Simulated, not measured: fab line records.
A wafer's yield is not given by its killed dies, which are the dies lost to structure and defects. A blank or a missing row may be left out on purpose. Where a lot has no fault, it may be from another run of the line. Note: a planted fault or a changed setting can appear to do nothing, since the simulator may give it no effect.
8D (eight disciplines) problem report, filled in by code    flow sky130    the parts of the form that need people (team, actions taken, sign-off) are left out

== 1. PROBLEM STATEMENT ==
Mean VT_ADJUST_HVTP_OVL at SKY_VT_ADJUST_HVTP_OVL_MEAS_08: 289.9 nm over 12 wafers in 4 lots; fault-free wafers: 0.5 nm, standard deviation 1.5. That is +99 or more standard deviations from the usual mean.
Earliest sighting: wafer L827.1 on overlay-01 at day 7 22:40. At this step, 39 wafers from 13 lots have a number in the record. The rule behind "out" and "out of limits": a value lying over 4 standard deviations away from the usual mean. The rest of the wafers with a number are treated as sound.

== 2. WHAT IT IS AND WHAT IT IS NOT ==
question                     is                      is not
which readings at this step  VT_ADJUST_HVTP_OVL      -
which lots                   L827, L829, L831, L832  L820, L821, L822, L834, L835, L837, L838, L839, L842
which wafers of those lots   all that have a number  -
read on which gauges         overlay-01, overlay-02  -
when                         from day 7 22:40        up to then (9 sound wafers); but 18 sound wafers of L834, L835, L837, L838, L839, L842 came after

== 3. WHAT RULES OUT EACH SUSPECT ==
Counting: a tool at a process step up to the reading stays a suspect if it ran every lot that is out and no sound lot after the first of them.
- the gauge at SKY_VT_ADJUST_HVTP_OVL_MEAS_08 has been ruled out. 2 gauges (overlay-01, overlay-02) read the wafers that are out.
- ilineStepper-01 at SKY_VT_ADJUST_HVTP_EXPOSE_04 (exposes mask HVTPM, target cd 380 nm): kept. All lots that are out passed through it, beginning with L827 at day 7 12:53, and no sound lot followed; its final sound lot before that point was L821 at day 5 20:17.
Remaining after the count: ilineStepper-01 at SKY_VT_ADJUST_HVTP_EXPOSE_04.

== 4. THE CAUSE (what the simulator had put in) ==
Scanner matching overlay: ilineStepper-01, from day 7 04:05 on, at SKY_VT_ADJUST_HVTP_EXPOSE_04. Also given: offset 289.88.
The count eliminated every tool but this one.

== 5. SEQUENCE OF EFFECTS, ordered by route ==
One row per reading whose mean, taken over the struck wafers that have a number, lies over 3 standard deviations from the usual. Only readings whose record carries a usual standard deviation are examined. hours: median over the lots of the time between each lot's start at the first step of this table that gives one and its start at this step. sigmas: the change, counted in usual standard deviations.
hours  step                            reading             usual   on struck wafers  change  sigmas
0      SKY_VT_ADJUST_HVTP_OVL_MEAS_08  VT_ADJUST_HVTP_OVL  0.5 nm  289.9             +289.4  +99 or more
948    SKY_PAD_OPEN_PROBE_99           killedAtFrontEnd    15      364               +349    +85
948    SKY_PAD_OPEN_PROBE_99           killedDies          84      439               +355    +37
948    SKY_PAD_OPEN_PROBE_99           killedOnRim         16      86                +70     +19
Its process steps:
- SKY_PAD_OPEN_PROBE_99
At these later measuring or inspecting steps, every struck wafer for which the step has a row has a number for every such reading, and none has moved that far: SKY_SD_N_RS_MEAS_16.

== 6. HOW IT WOULD HAVE BEEN CAUGHT EARLIER ==
In this record the first reading out of limits at a measuring or inspecting step was taken at day 7 22:40, 19 hours after the fault began at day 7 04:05.
Of the lots that are out (4), L829, L831, L832 began SKY_VT_ADJUST_HVTP_EXPOSE_04 on ilineStepper-01 after day 7 22:40. A hold on the tool at that time would have spared those 3.
